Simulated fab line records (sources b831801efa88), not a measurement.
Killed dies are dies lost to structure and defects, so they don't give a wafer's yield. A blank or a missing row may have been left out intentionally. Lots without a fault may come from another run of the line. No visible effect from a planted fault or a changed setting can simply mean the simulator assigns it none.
Code-filled problem report in 8D (eight disciplines) form :: flow sky130 :: the parts of the form that need people (team, actions taken, sign-off) are left out

1. THE ISSUE
oes_product_au at SKY_VIA2_ETCH_14 reads a mean of 0.984 a.u. on 2 wafers of 2 lots; wafers without a fault read 0.854 a.u. with a standard deviation of 0.0047. Measured from the usual mean, that is +28 standard deviations.
The step: etches BARC in N2/H2, stops on SiO2, time 45.9 s, target depth 60 nm.
First observed at day 41 06:56: wafer L764.6, on rie_diel-02. The record has a number at this step for 38 wafers belonging to 13 lots. By rule, "out" or "out of limits" means more than 4 standard deviations away from the usual mean. The other wafers with a number count as sound.

2. WHAT IT IS; WHAT IT IS NOT
question: which readings at this step
is: oes_product_au, run_length_s
is not: drypump_motor_current_A, throttle_valve_pct

question: which lots
is: L764, L766
is not: L748, L749, L752, L753, L754, L755, L758, L768, L769, L770, L771

question: which wafers of those lots
is: L764.6, L766.3
is not: L764.1, L766.4, L766.5

question: read on which tools
is: rie_diel-02
is not: rie_diel-03, rie_diel-04

question: when
is: from day 41 06:56
is not: up to then (22 sound wafers); but 14 sound wafers of L766, L768, L769, L770, L771 came after

3. WHAT RULES OUT EACH SUSPECT
Counting: a tool at a process step up to the reading stays a suspect if it ran every lot that is out. Sound lots after the first of them don't rule it out here, since some wafers of a struck lot are sound.
- rie_diel-02 at SKY_VIA2_ETCH_14 (etches BARC in N2/H2, stops on SiO2, time 45.9 s, target depth 60 nm): kept. Ran every lot that is out, first one L764 (day 41 06:56); last sound lot up to then L754 (day 39 02:46). Out on those wafers are its own readings of oes_product_au, run_length_s.
Left after counting: rie_diel-02 at SKY_VIA2_ETCH_14.

4. THE CAUSE (what the simulator had put in)
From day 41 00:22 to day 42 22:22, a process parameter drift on rie_diel-02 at SKY_VIA2_ETCH_14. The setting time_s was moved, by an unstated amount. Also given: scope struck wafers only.
This tool alone remained once counting was done.

5. THE CHAIN OF EFFECTS, in route order
Each row: a reading where the mean over the struck wafers with a number is more than 3 standard deviations away from the usual. Scope: only readings with a usual standard deviation given in the record; hours: median across lots of the time from each lot's start at the first step in this table that gives one to its start at this step; sigmas: change in usual standard deviations.
hours: 0
step: SKY_VIA2_ETCH_14
reading: oes_product_au
usual: 0.854 a.u.
on struck wafers: 0.984
change: +0.130
sigmas: +28

hours: 0
step: SKY_VIA2_ETCH_14
reading: run_length_s
usual: 74.2 s
on struck wafers: 66.5
change: -7.7
sigmas: -17
Process steps it contains:
- SKY_VIA2_ETCH_14: etches BARC in N2/H2, stops on SiO2, time 45.9 s, target depth 60 nm.

6. HOW IT WOULD HAVE BEEN CAUGHT EARLIER
7 hours passed between the start of the fault at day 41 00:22 and the first reading out of limits in this record, taken at day 41 06:56.
